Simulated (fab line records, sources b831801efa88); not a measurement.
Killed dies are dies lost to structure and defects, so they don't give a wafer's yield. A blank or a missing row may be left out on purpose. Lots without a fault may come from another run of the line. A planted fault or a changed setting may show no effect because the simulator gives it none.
fab line records | flow sfq_line
record lots=5 wafers=15 last_day=91
route steps=325 shown I3@137 M4@148 I4@163 JJ@178 M8@325
lots that met no fault: from a run of the same line without faults
start_h: hours from the record's first day to the start of the lot's first wafer shown | wait_h: hours since the lot's step before | " the same as in the row above | L1.1+2: a row that stands for several wafers | - no value, or no start given | * or withheld: withheld | < > ~ a bound
route shown NAME@n: a module of which the file shows steps, and the number in the route of the first | usual: mean/standard deviation of fault-free wafers | same: alike in all rows | chamber/n: place in a boat | sites: the reading at each site | _std_site: their standard deviation | _edge_site: outer sites' mean less inner sites' | radius_mm: how far each site lies from the wafer's centre | mask NAME#n: copy n | behind: the tool/chamber that last shaped the wafer | hold: why the lot was held/for how many hours/how that ended | device: the transistor (n, p or np) that didn't switch | end of line: the same wafers' tests at the end of the route | a step without rows: its recipe alone | killed: dies lost to structure and defects at the first sort, not the wafer's yield | map: a wafer's dies, x killed, . not, _ none there
set.NAME: the setting as run; set.NAME@STEP: as run at that earlier step | model.NAME: the simulator's own value behind a step, which no gauge read
lots at some steps of the route; a table a step, a row a wafer
services: from which hour (start_h, from the record's first day; less than 0 if before it) a tool's chamber was out of use, for how many hours, and why
## steps
# step SFQ_TRILAYER_I3_VIA_LITHO_COAT_090
# recipe resist=BARC spin_rpm=3000 resist_thk_nm=62
# step SFQ_TRILAYER_I3_VIA_LITHO_COAT_085
# recipe resist=KrF spin_rpm=3000 resist_thk_nm=650
# step SFQ_TRILAYER_I3_VIA_LITHO_SOFTBAKE_089
# recipe temp_c=withheld time_s=withheld resist=KrF
# step SFQ_TRILAYER_I3_VIA_LITHO_EXPOSE_086
# recipe mask_id=I3 na=0.6 source_shape=conventional sigma_outer=0.65 target_cd_nm=500 dose_mj=21.3
# step SFQ_TRILAYER_I3_VIA_LITHO_PEB_088
# recipe peb_temp_c=115 peb_time_s=60 resist=KrF
# step SFQ_TRILAYER_I3_VIA_LITHO_DEVELOP_087
# recipe time_s=60 resist=KrF
# step SFQ_I3_OVL_MEAS_923
# usual I3_OVL=1/3.6
# columns lot.wafer tool chamber start_h wait_h I3_OVL[nm]
L136.1 overlay-02 - 1017.96 0.1 5
L136.3 " - " " 2
L136.6 " - " " 4
L146.2 overlay-01 - 1127.42 0.1 3
L146.3 " - " " 0
L146.4 " - " " 0
L155.1 overlay-02 - 1170.52 0.1 -2
L155.2 " - " " -2
L155.4 " - " " -2
L158.1 overlay-02 - 1186.12 0.1 -2
L158.4 " - " " 2
L158.6 " - " " 4
L159.2 overlay-02 - 1221.78 0.1 6
L159.3 " - " " 8
L159.4 " - " " 6
# step SFQ_TRILAYER_I3_VIA_BARC_OPEN_VIA_ETCH_121
# recipe mask_material=PR chemistry=O2 target_depth_nm=125 target=BARC source_w=500 bias_w=80 pressure_mtorr=30 time_s=41.7
# step SFQ_TRILAYER_I3_VIA_ETCH_VIA_ETCH_088
# recipe target=SiO2 stop_on=Nb mask_material=PR taper_deg=20 chemistry=CHF3 target_depth_nm=260 source_w=500 bias_w=80 pressure_mtorr=30 time_s=withheld
# step SFQ_TRILAYER_I3_VIA_STRIP_STRIP_089
# recipe gas=O2 power_w=200 platen_temp_c=40 overash_fraction=0.65 chemistry=O2 pressure_mtorr=50
# usual drypump_motor_current_A=5.5/0.52 oes_product_au=0.997/0.0095
# columns lot.wafer tool chamber start_h wait_h drypump_motor_current_A oes_product_au rf_hours_counter_h
L136.1 rie_metal-04 1 1018.15 - 4.9 0.996 10
L136.3 " 1 " " 5.0 1.001 -
L136.6 " 0 " " 5.4 0.997 -
L146.2 rie_metal-01 0 1127.60 - 6.0 0.991 12
L146.3 " 0 " " 6.0 0.994 -
L146.4 " 1 " " 5.8 0.986 -
L155.1 rie_metal-04 0 1170.71 - 5.4 0.997 127
L155.2 " 1 " " 4.9 0.987 30
L155.4 " 1 " " 4.9 0.994 -
L158.1 rie_metal-03 0 1186.31 - 5.0 0.986 76
L158.4 " 1 " " 6.2 0.998 -
L158.6 " 0 " " 5.0 0.975 -
L159.2 rie_metal-04 1 1221.96 - 4.9 0.994 37
L159.3 " 1 " " 5.0 1.004 -
L159.4 " 0 " " 5.4 1.010 -
# step SFQ_TRILAYER_I3_VIA_STRIP_SOLV_CLEAN_090
# recipe chemistry=NMP temp_c=70 time_s=600
# step SFQ_TRILAYER_M4_DEP_PRE_CLEAN_092
# recipe gas=Ar time_s=22.5 bias_v=250
# step SFQ_TRILAYER_M4_DEP_SPUTTER_091
# recipe material=Nb base_pressure_pa=1.33e-06 chamber_pressure_pa=0.1333 substrate_temp_c=20 resputter_cathode_voltage_v=400 target_thk_nm=200 power_w=2000 time_s=133.3
# usual cathode_dc_power_W=2000.0/0.34 throttle_valve_pct=30.3/1
# columns lot.wafer tool chamber start_h wait_h cathode_dc_power_W throttle_valve_pct model.Nb_of_TRILAYER_M4_DEP_SPUTTER_091.thk_nm
L136.1 pvd_sputter-06 - 1018.95 0.0 1999.6 28.5 200.6
L136.3 " - " " 2000.2 30.7 197.3
L136.6 " - " " 2000.5 30.6 198.2
L146.2 pvd_sputter-04 - 1128.40 0.0 1999.7 29.9 201
L146.3 " - " " 1999.3 29.6 197.4
L146.4 " - " " 1999.8 31.6 200.9
L155.1 pvd_sputter-04 - 1171.52 0.0 2000.7 30.1 202.7
L155.2 " - " " 1999.4 29.5 168.3
L155.4 " - " " 1999.4 30.4 200.3
L158.1 pvd_sputter-05 - 1187.12 0.0 1999.7 31.8 196.1
L158.4 " - " " 2000.5 31.3 193.2
L158.6 " - " " 2000.2 32.0 196.9
L159.2 pvd_sputter-06 - 1222.77 0.0 1999.8 28.5 204.6
L159.3 " - " " 2000.0 28.5 202.9
L159.4 " - " " 2000.1 30.8 201.1
# step SFQ_M4_RS_MEAS_924
# recipe thk_meas_gauge=four-point-probe reads=Nb_of_TRILAYER_M4_DEP_SPUTTER_091
# usual M4_NB_RS=0.890/0.011
# columns lot.wafer tool chamber start_h wait_h hold M4_NB_RS[ohm/sq]
L136.1 film_metro-02 - 1019.04 0.0 - 0.888
L136.3 " - " " - 0.904
L136.6 " - " " - 0.898
L146.2 film_metro-02 - 1128.51 0.1 - 0.887
L146.3 " - " " - 0.903
L146.4 " - " " - 0.886
L155.1 film_metro-01 - 1171.61 0.0 await_dispo/0.2h/release 0.878
L155.2 " - " " await_dispo/0.2h/release 1.059
L155.4 " - " " await_dispo/0.2h/release 0.890
L155.1 film_metro-01 - 1171.89 0.3 - 0.880
L155.2 " - " " - 1.062
L155.4 " - " " - 0.890
L158.1 film_metro-01 - 1187.21 0.0 - 0.909
L158.4 " - " " - 0.921
L158.6 " - " " - 0.905
L159.2 film_metro-01 - 1222.88 0.1 - 0.870
L159.3 " - " " - 0.878
L159.4 " - " " - 0.885
# step SFQ_TRILAYER_M4_LITHO_COAT_093
# recipe resist=KrF spin_rpm=2965 resist_thk_nm=600
# step SFQ_TRILAYER_M4_LITHO_SOFTBAKE_097
# recipe temp_c=withheld time_s=withheld resist=KrF
# step SFQ_TRILAYER_M4_LITHO_EXPOSE_094
# recipe mask_id=M4 na=0.6 source_shape=conventional sigma_outer=0.65 target_cd_nm=500 dose_mj=14.4
# step SFQ_TRILAYER_M4_LITHO_PEB_096
# recipe peb_temp_c=115 peb_time_s=60 resist=KrF
# step SFQ_TRILAYER_M4_LITHO_DEVELOP_095
# recipe time_s=60 resist=KrF
# step SFQ_M4_OVL_MEAS_926
# usual M4_OVL=1/5.6
# columns lot.wafer tool chamber start_h wait_h M4_OVL[nm]
L136.1 overlay-01 - 1162.12 0.1 0
L136.3 " - " " 6
L136.6 " - " " 8
L146.2 overlay-01 - 1258.98 0.1 -4
L146.3 " - " " -7
L146.4 " - " " -4
L155.1 overlay-02 - 1311.41 0.1 3
L155.2 " - " " 6
L155.4 " - " " -4
L158.1 overlay-01 - 1326.67 0.1 0
L158.4 " - " " 1
L158.6 " - " " 4
L159.2 overlay-01 - 1362.82 0.1 4
L159.3 " - " " 8
L159.4 " - " " 3
# step SFQ_TRILAYER_M4_BARC_OPEN_METAL_ETCH_123
# recipe mask_material=PR chemistry=O2 target_depth_nm=125 target=BARC icp_w=600 bias_w=80 pressure_mtorr=10 time_s=41.7
# step SFQ_TRILAYER_M4_ETCH_METAL_ETCH_096
# recipe target=Nb stop_on=SiO2 mask_material=PR chemistry=Cl2/Ar target_depth_nm=240 icp_w=600 bias_w=80 pressure_mtorr=10 time_s=120
# usual drypump_motor_current_A=5.4/0.47 oes_product_au=0.895/0.0075
# columns lot.wafer tool chamber start_h wait_h drypump_motor_current_A oes_product_au rf_hours_counter_h
L136.1 rie_metal-01 1 1162.22 0.0 5.8 0.894 113
L136.3 " 1 " " 5.8 0.887 -
L136.6 " 1 " " 5.8 0.897 -
L146.2 rie_metal-04 0 1259.07 0.0 5.4 0.899 137
L146.3 " 0 " " 5.4 0.889 -
L146.4 " 1 " " 5.0 0.908 -
L155.1 rie_metal-04 1 1311.50 0.0 4.9 0.905 50
L155.2 " 0 " " 5.4 0.807 3
L155.4 " 0 " " 5.4 0.885 -
L158.1 rie_metal-01 0 1326.83 0.1 6.0 0.892 39
L158.4 " 0 " " 6.0 0.875 -
L158.6 " 0 " " 6.0 0.886 -
L159.2 rie_metal-04 0 1362.91 0.0 5.4 0.902 12
L159.3 " 0 " " 5.4 0.909 -
L159.4 " 1 " " 5.0 0.897 -
# step SFQ_TRILAYER_M4_STRIP_STRIP_097
# recipe gas=O2 power_w=200 platen_temp_c=40 overash_fraction=0.65 chemistry=O2 pressure_mtorr=50
# usual drypump_motor_current_A=5.4/0.46 oes_product_au=0.996/0.0083
# columns lot.wafer tool chamber start_h wait_h drypump_motor_current_A oes_product_au rf_hours_counter_h
L136.1 rie_metal-01 1 1162.35 0.1 5.8 0.976 113
L136.3 " 1 " " 5.7 0.988 -
L136.6 " 1 " " 5.7 0.980 -
L146.2 rie_metal-04 0 1259.19 0.1 5.4 0.998 137
L146.3 " 0 " " 5.4 0.995 -
L146.4 " 1 " " 5.0 0.998 -
L155.1 rie_metal-04 1 1311.63 0.1 4.9 1.002 51
L155.2 " 0 " " 5.4 0.980 3
L155.4 " 0 " " 5.4 0.994 -
L158.1 rie_metal-01 0 1327.08 0.2 6.0 0.987 39
L158.4 " 0 " " 6.0 0.985 -
L158.6 " 0 " " 6.1 0.984 -
L159.2 rie_metal-04 0 1363.03 0.1 5.4 0.996 12
L159.3 " 0 " " 5.4 0.999 -
L159.4 " 1 " " 5.0 1.005 -
# step SFQ_TRILAYER_M4_STRIP_SOLV_CLEAN_098
# recipe chemistry=NMP temp_c=70 time_s=600
# step SFQ_TRILAYER_I4_DEP_PECVD_099
# recipe material=SiO2 temp_c=150 time_s=111.11 pressure_torr=2.4 rf_w=183.3 precursor=SiH4/N2O target_thk_nm=500
# usual heater_power_w=77/15 throttle_valve_pct=24.2/1.3
# columns lot.wafer tool chamber start_h wait_h heater_power_w throttle_valve_pct
L136.1 pecvd-04 1 1163.12 0.0 101 23.8
L136.3 " 0 " " 92 24.3
L136.6 " 1 " " 103 23.7
L146.2 pecvd-02 0 1259.97 0.0 76 23.0
L146.3 " 2 " " 67 22.3
L146.4 " 2 " " 69 22.4
L155.1 pecvd-02 2 1312.42 0.0 72 22.7
L155.2 " 1 " " 94 22.0
L155.4 " 2 " " 72 22.7
L158.1 pecvd-02 0 1328.45 0.0 71 23.1
L158.4 " 2 " " 69 22.5
L158.6 " 1 " " 91 22.0
L159.2 pecvd-02 0 1363.82 0.0 67 23.3
L159.3 " 2 " " 74 22.9
L159.4 " 2 " " 63 22.6
# step SFQ_TRILAYER_I4_CMP_CMP_100
# recipe material=SiO2 down_force_psi=3.104 platen_rpm=60 pad_velocity_m_s=0.94248
# usual motor_current_A=10.6/1.2 slurry_flow_ml_min=150.0/0.47 time_to_endpoint_s=206/8
# columns lot.wafer tool chamber start_h wait_h motor_current_A slurry_flow_ml_min time_to_endpoint_s
L136.3 cmp-02 2 1163.20 0.0 8.6 150.7 196
L136.1 " 3 " " 11.7 150.7 199
L136.6 " 3 1165.70 2.5 11.6 149.6 203
L146.3 cmp-02 0 1263.95 3.9 9.5 150.2 213
L146.2 " 2 1264.95 4.9 8.6 150.6 195
L146.4 " 3 " " 11.1 150.6 206
L155.4 cmp-01 3 1312.50 0.0 12.0 150.8 223
L155.1 " 0 " " 11.3 150.4 207
L155.2 " 2 1314.00 1.5 11.4 150.2 205
L158.4 cmp-01 1 1330.53 2.0 9.1 150.4 212
L158.1 " 2 " " 11.5 150.2 205
L158.6 " 0 1332.03 3.5 12.0 150.3 210
L159.4 cmp-01 1 1366.52 2.6 10.0 149.2 220
L159.2 " 2 " " 12.4 150.7 209
L159.3 " 0 1368.02 4.2 12.2 149.4 204
# step SFQ_I4_BOW_MEAS_927
# recipe mode=bow
# usual I4_BOW=3/9.8
# columns lot.wafer tool chamber start_h wait_h I4_BOW[um]
L136.1 film_metro-02 - 1166.20 2.0 19
L136.3 " - " " 21
L136.6 " - " " 18
L146.2 film_metro-02 - 1266.97 1.5 -10
L146.3 " - " " 4
L146.4 " - " " -2
L155.1 film_metro-04 - 1315.50 2.0 11
L155.2 " - " " 9
L155.4 " - " " -2
L158.1 film_metro-04 - 1333.11 1.6 -14
L158.4 " - " " -10
L158.6 " - " " -19
L159.2 film_metro-02 - 1369.54 2.0 3
L159.3 " - " " -13
L159.4 " - " " 1
# step SFQ_TRILAYER_I4_METRO_MEASURE_101
# step SFQ_TRILAYER_I4_VIA_LITHO_COAT_108
# recipe resist=BARC spin_rpm=3000 resist_thk_nm=62
# step SFQ_TRILAYER_I4_VIA_LITHO_COAT_103
# recipe resist=KrF spin_rpm=3000 resist_thk_nm=650
# step SFQ_TRILAYER_I4_VIA_LITHO_SOFTBAKE_107
# recipe temp_c=withheld time_s=withheld resist=KrF
# step SFQ_TRILAYER_I4_VIA_LITHO_EXPOSE_104
# recipe mask_id=I4 na=0.6 source_shape=conventional sigma_outer=0.65 target_cd_nm=700 dose_mj=21.3
# step SFQ_TRILAYER_I4_VIA_LITHO_PEB_106
# recipe peb_temp_c=115 peb_time_s=60 resist=KrF
# step SFQ_TRILAYER_I4_VIA_LITHO_DEVELOP_105
# recipe time_s=60 resist=KrF
# step SFQ_I4_OVL_MEAS_928
# usual I4_OVL=-4/5
# columns lot.wafer tool chamber start_h wait_h I4_OVL[nm]
L136.1 overlay-01 - 1169.77 0.1 -5
L136.3 " - " " 0
L136.6 " - " " -5
L146.2 overlay-02 - 1402.54 0.1 3
L146.3 " - " " 0
L146.4 " - " " -3
L155.1 overlay-02 - 1448.14 0.1 -1
L155.2 " - " " 2
L155.4 " - " " -2
L158.1 overlay-01 - 1458.94 0.1 -10
L158.4 " - " " -4
L158.6 " - " " -1
L159.2 overlay-02 - 1503.83 0.1 1
L159.3 " - " " 8
L159.4 " - " " -3
# step SFQ_TRILAYER_I4_VIA_BARC_OPEN_VIA_ETCH_146
# recipe mask_material=PR chemistry=O2 target_depth_nm=125 target=BARC source_w=500 bias_w=80 pressure_mtorr=30 time_s=41.7
# usual drypump_motor_current_A=5.9/0.4 oes_product_au=0.685/0.0045
# columns lot.wafer tool chamber start_h wait_h drypump_motor_current_A oes_product_au rf_hours_counter_h
L136.1 rie_diel-01 2 1169.80 0.0 5.9 0.688 7
L136.3 " 0 " " 6.3 0.680 12
L136.6 " 2 " " 5.9 0.688 -
L146.2 rie_diel-02 1 1402.57 0.0 5.7 0.689 7
L146.3 " 0 " " 5.0 0.680 3
L146.4 " 2 " " 6.5 0.682 14
L155.1 rie_diel-01 1 1448.17 0.0 6.0 0.693 8
L155.2 " 3 " " 6.1 0.686 9
L155.4 " 0 " " 6.3 0.686 16
L158.1 rie_diel-01 1 1458.97 0.0 6.1 0.683 8
L158.4 " 2 " " 5.9 0.681 10
L158.6 " 2 " " 5.9 0.691 -
L159.2 rie_diel-03 2 1503.86 0.0 5.4 0.687 6
L159.3 " 1 " " 6.0 0.693 10
L159.4 " 3 " " 5.8 0.688 21
# step SFQ_TRILAYER_I4_VIA_ETCH_VIA_ETCH_106
# recipe target=SiO2 stop_on=Nb mask_material=PR taper_deg=20 chemistry=CHF3 target_depth_nm=260 source_w=500 bias_w=80 pressure_mtorr=30 time_s=withheld
# step SFQ_TRILAYER_I4_VIA_STRIP_STRIP_107
# recipe gas=O2 power_w=200 platen_temp_c=40 overash_fraction=0.65 chemistry=O2 pressure_mtorr=50
# step SFQ_TRILAYER_I4_VIA_STRIP_SOLV_CLEAN_108
# recipe chemistry=NMP temp_c=70 time_s=600
# step SFQ_TRILAYER_JJ_TRILAYER_DEP_PRE_CLEAN_113
# recipe gas=Ar time_s=22.5 bias_v=250
# step SFQ_M8_BOW_MEAS_951
# recipe mode=bow
# usual M8_BOW=8/12
# columns lot.wafer tool chamber start_h wait_h M8_BOW[um] model.etest.m4.ohm_um model.etest.i3.link_ohm model.etest.i4.link_ohm model.etest.m4.ohm_sq
L136.1 film_metro-04 - 1912.59 0.0 28 1.767 1.966 2.187 0.8874
L136.3 " - " " 28 1.796 1.977 2.172 0.9024
L136.6 " - " " 27 1.791 1.978 2.188 0.8981
L146.2 film_metro-04 - 1997.61 0.0 -7 1.763 1.952 2.189 0.8856
L146.3 " - " " 8 1.792 1.965 2.223 0.902
L146.4 " - " " 1 1.774 1.931 2.17 0.8861
L155.1 film_metro-02 - 2172.92 0.0 12 1.75 1.954 2.13 0.8782
L155.2 " - " " 8 2.108 2.18 2.332 1.058
L155.4 " - " " -2 1.77 1.976 2.145 0.8888
L158.1 film_metro-03 - 2182.70 0.0 -11 1.806 1.991 2.193 0.9079
L158.4 " - " " -7 1.837 2.016 2.193 0.9213
L158.6 " - " " -17 1.797 1.975 2.184 0.9041
L159.2 film_metro-02 - 2191.07 0.0 7 1.737 1.944 2.149 0.8699
L159.3 " - " " -9 1.752 1.962 2.158 0.8775
L159.4 " - " " 4 1.764 1.969 2.156 0.8854
## services
# columns tool chamber start_h hours kind
pecvd-02 - 994.19 0.5 repair
rie_diel-01 2 1012.18 4.2 repair
pecvd-02 - 1046.36 1.2 repair
cmp-01 - 1056.40 0.2 repair
pecvd-02 - 1061.00 0.9 repair
rie_metal-04 - 1065.59 0.6 repair
cmp-01 - 1068.35 0.2 repair
rie_diel-01 2 1081.85 59.9 repair
cmp-01 - 1099.45 2.5 repair
pecvd-02 - 1103.17 1.1 repair
rie_diel-01 3 1117.45 8.3 repair
cmp-01 - 1140.00 0.2 repair
rie_metal-04 0 1145.30 4.5 repair
cmp-01 - 1149.99 1.8 repair
rie_metal-01 1 1168.74 9.6 repair
rie_diel-01 1 1169.53 5.1 repair
pecvd-02 - 1203.92 0.5 repair
pecvd-02 0 1204.28 6.8 repair
pecvd-02 2 1396.02 3.5 repair
rie_metal-04 1 1402.56 11.6 repair
pecvd-02 - 1457.04 0.8 repair
rie_metal-04 - 1458.18 2.8 pm
rie_metal-04 - 1503.67 0.6 repair
rie_metal-01 - 1503.70 2.8 pm
## key
first_sign step=SFQ_M4_RS_MEAS_924 reading=visit direction=added
effect step=SFQ_M4_RS_MEAS_924 reading=M4_NB_RS direction=up sigmas=15 usual=0.890 struck=1.059
effect step=SFQ_TRILAYER_M4_ETCH_METAL_ETCH_096 reading=oes_product_au direction=down sigmas=12 usual=0.895 struck=0.807
model_effect step=SFQ_TRILAYER_M4_DEP_SPUTTER_091 value=Nb_of_TRILAYER_M4_DEP_SPUTTER_091.thk_nm without=198.6 struck=168.3
model_effect step=SFQ_M8_BOW_MEAS_951 value=etest.m4.ohm_um without=1.786 struck=2.108
met_at SFQ_TRILAYER_M4_DEP_SPUTTER_091
struck_wafers L155.2
onset_between 1128.40 1171.52
fault kind=process_parameter_drift tool=pvd_sputter-04 chamber=- onset_h=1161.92 steps=SFQ_TRILAYER_M4_DEP_SPUTTER_091 channel=target_thk_nm offset=-30.283 shape=step end_h=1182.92 acts_in=these_recipes_only stated=200 scope=struck_wafers_only
